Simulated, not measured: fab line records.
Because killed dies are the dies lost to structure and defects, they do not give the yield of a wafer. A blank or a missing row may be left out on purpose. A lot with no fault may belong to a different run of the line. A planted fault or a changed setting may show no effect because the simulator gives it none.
Which of the tools did it? || flow sky130 || 11 lots, 33 wafers sampled, at 1 step of a route of 708

== WHAT EACH GAUGE READ, for each wafer ==
SKY_VIA3_THK_MEAS_01.
{"lot": "L609", "measured": "day 39 14:32", "on": "film-metro-04", "VIA3_HDPCVD_THK (nm)": "1604 1647 1660"}
{"lot": "L610", "measured": "day 40 03:25", "on": "film-metro-04", "VIA3_HDPCVD_THK (nm)": "1649 1660 1597"}
{"lot": "L616", "measured": "day 41 11:41", "on": "film-metro-02", "VIA3_HDPCVD_THK (nm)": "1642 1628 1669"}
{"lot": "L615", "measured": "day 41 13:18", "on": "film-metro-01", "VIA3_HDPCVD_THK (nm)": "1627 1639 1622"}
{"lot": "L617", "measured": "day 41 19:10", "on": "film-metro-02", "VIA3_HDPCVD_THK (nm)": "1624 1631 1594"}
{"lot": "L619", "measured": "day 42 11:29", "on": "film-metro-02", "VIA3_HDPCVD_THK (nm)": "1641 1600 1650"}
{"lot": "L625", "measured": "day 44 01:51", "on": "film-metro-02", "VIA3_HDPCVD_THK (nm)": "1588 1610 1637"}
{"lot": "L626", "measured": "day 44 13:23", "on": "film-metro-01", "VIA3_HDPCVD_THK (nm)": "1642 1609 1649"}
{"lot": "L628", "measured": "day 45 02:08", "on": "film-metro-01", "VIA3_HDPCVD_THK (nm)": "1605 1633 1645"}
{"lot": "L629", "measured": "day 45 03:55", "on": "film-metro-04", "VIA3_HDPCVD_THK (nm)": "1597 1616 1599"}
{"lot": "L630", "measured": "day 45 07:25", "on": "film-metro-02", "VIA3_HDPCVD_THK (nm)": "1644 1624 1637"}

== EACH LOT AND THE TOOL THAT RAN IT (in order: tool; ch and the chambers of the sampled wafers; start) ==
The record holds no process step before these readings.

== THE ANSWER, worked out from the rows above alone ==
Rule: what is usual is taken from the lots themselves. The widest of any qualifying gaps counts: lots, ordered by their means at a reading, are off when they make up no more than a third of the lots, leave a main group of 4 or more, and stand apart from it by 3 or more times the standard deviation of that group's means. If all means in a main group match to the digits the tables above print for the reading, that group is not used. Also off: a lot with no number at a reading for which 4 or more lots have one. All remaining lots with rows at the step are treated as sound.
No lot is off on any of the readings shown, so nothing can be concluded from this.

== WHAT THE SIMULATOR HAD INSERTED ==
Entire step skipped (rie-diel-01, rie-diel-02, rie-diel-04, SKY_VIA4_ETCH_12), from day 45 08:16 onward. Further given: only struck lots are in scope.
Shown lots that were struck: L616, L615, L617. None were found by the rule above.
